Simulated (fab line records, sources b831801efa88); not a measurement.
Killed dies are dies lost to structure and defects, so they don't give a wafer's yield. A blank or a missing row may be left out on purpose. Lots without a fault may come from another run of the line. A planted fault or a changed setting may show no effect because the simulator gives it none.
A struck lot beside a sound one | flow sky130 | 17 steps out of a route of 708
Sound: wafers L808.4, L808.5, L808.6. Struck: wafers L812.1, L812.4, L812.5. The cause comes at the end.
At each step with rows: each side's tool, then ch and its chambers, then its first start. Under that, the readings that differ: sound wafers | struck wafers | difference of the means | sigmas: that difference in standard deviations of wafers without a fault.
alike: readings whose means differ by less than 2 such deviations, and words and numbers that are the same on both sides. not compared: withheld readings, readings that some wafer has no value for, bounds like >300 that may hide the same value, and numbers for which the record gives no deviation and whose values overlap.
The two part at a step that has a row with sigmas, a row that says differs or no value, or rows on one side only. Numbers that don't overlap but have no deviation are shown without sigmas and don't part them. A reading that every wafer of one side lacks parts them only if that side has two wafers or more.

first, 1 step without rows for these wafers: SKY_VT_ADJUST_LVTN_IMPLANT_19.
SKY_VT_ADJUST_LVTN_STRIP_20: strips in O2/N2.
  sound on plasma_asher-01 ch 0,1, day 8 16:38; struck on plasma_asher-03 ch 0,1, day 10 08:42
  alike: chamber_pressure_mTorr, drypump_motor_current_A, oes_product_au, strip_time_to_endpoint_s
  not compared: rf_hours_counter_h
SKY_VT_ADJUST_LVTN_TW_MEAS_21:
  sound on film_metro-03, day 8 16:44; struck on film_metro-02, day 10 08:48
  reading             | sound             | struck            | difference | sigmas
  VT_ADJUST_LVTN_2_TW | 189.8 190.2 190.1 | 187.0 189.1 187.9 | -2.0       | -3
then, 7 steps without rows for these wafers: SKY_VT_ADJUST_NCORE_DEHYDRATE_00 (time 60 s); SKY_VT_ADJUST_NCORE_HMDS_01 (prime time 60 s); SKY_VT_ADJUST_NCORE_COAT_02 (resist thk 1140 nm); SKY_VT_ADJUST_NCORE_SOFTBAKE_03 (time 60 s); SKY_VT_ADJUST_NCORE_EXPOSE_04 (exposes mask LVTN COMPLEMENT THIN, target cd 380 nm); SKY_VT_ADJUST_NCORE_PEB_05; SKY_VT_ADJUST_NCORE_DEVELOP_06 (develop time 60 s).
SKY_VT_ADJUST_NCORE_CD_MEAS_07: target cd 380 nm.
  sound on cd_sem-01, day 9 14:41; struck on cd_sem-02, day 11 07:28
  alike: cd_nm
SKY_VT_ADJUST_NCORE_OVL_MEAS_08:
  sound on overlay-02, day 9 14:45; struck on overlay-01, day 11 07:35
  alike: VT_ADJUST_NCORE_OVL
SKY_VT_ADJUST_NCORE_IMPLANT_09:
  sound on implanter-01 ch 0, day 9 14:51; struck on implanter-01 ch 0, day 11 07:37
  reading            | sound                           | struck                          | difference  | sigmas
  dose_ions_cm2      | 2.401e+12 2.4002e+12 2.4001e+12 | 2.7802e+12 2.777e+12 2.7812e+12 | +3.7903e+11 | +99 or more
  faraday_current_uA | 13.10 13.02 13.78               | 16.09 15.90 15.60               | +2.56       | +10
SKY_VT_ADJUST_NCORE_STRIP_10: strips in O2/N2.
  sound on plasma_asher-01 ch 0,1, day 9 14:58; struck on plasma_asher-01 ch 0,1, day 11 07:46
  alike: chamber_pressure_mTorr, drypump_motor_current_A, oes_product_au, strip_time_to_endpoint_s
  not compared: rf_hours_counter_h
SKY_VT_ADJUST_NCORE_TW_MEAS_11:
  sound on film_metro-04, day 9 15:03; struck on film_metro-01, day 11 07:55
  reading            | sound             | struck            | difference | sigmas
  VT_ADJUST_NCORE_TW | 219.8 221.5 220.7 | 228.0 228.4 228.3 | +7.6       | +8
then, 1 step without rows for these wafers: SKY_VT_ADJUST_HVTR_DEHYDRATE_00 (time 60 s).
-- the record jumps here: 37 days lie between the struck wafers' starts before and after (it left off in module VT_ADJUST_HVTR and takes up again in module PAD_OPEN, whose first step shown is number 708 of the route) --
SKY_PAD_OPEN_PROBE_99:
  sound on prober-01, day 46 09:23; struck on prober-01, day 47 19:58
  reading                                    | sound                         | struck                        | difference | sigmas
  model.etest.nfet_16v.r_on_ohm_um           | 1.395e+04 1.389e+04 1.399e+04 | 1.481e+04 1.487e+04 1.481e+04 | +8.867e+02 |
  model.etest.res_pwell_under_gate.rs_ohm_sq | 2259 2282 2279                | 2244 2252 2257                | -22        |
  model.etest.nfet_g5v0d10v5.r_on_ohm_um     | 1857 1872 1858                | 1909 1936 1906                | +55        |
  model.etest.nfet_g5v0d10v5.drive_ua_um     | 616.8 614.4 613.7             | 589.5 579.1 579.8             | -32.2      |
  model.etest.pfet_g5v0d10v5.drive_ua_um     | 346.4 345.3 344.6             | 360.9 350.4 360               | +11.7      |
  model.etest.pfet_16v.drive_ua_um           | 246.4 248.4 246.7             | 262.3 255.8 263               | +13.2      |
  model.etest.nfet_16v.drive_ua_um           | 225.4 224.7 223.9             | 211.5 206.4 208.1             | -16.0      |
  alike: killed_at_M0_to_M3, killed_at_M4_up, killed_at_contacts, killed_at_front_end, killed_at_other, killed_dies, killed_open, killed_short
  not compared: model.etest.pfet_g5v0d10v5.r_on_ohm_um

WHERE THEY PART
First at SKY_VT_ADJUST_LVTN_TW_MEAS_21; last, within this record, at SKY_VT_ADJUST_NCORE_TW_MEAS_11. Later steps at which nothing parts them and some readings are alike: SKY_PAD_OPEN_PROBE_99.

WHY: what the simulator had put in
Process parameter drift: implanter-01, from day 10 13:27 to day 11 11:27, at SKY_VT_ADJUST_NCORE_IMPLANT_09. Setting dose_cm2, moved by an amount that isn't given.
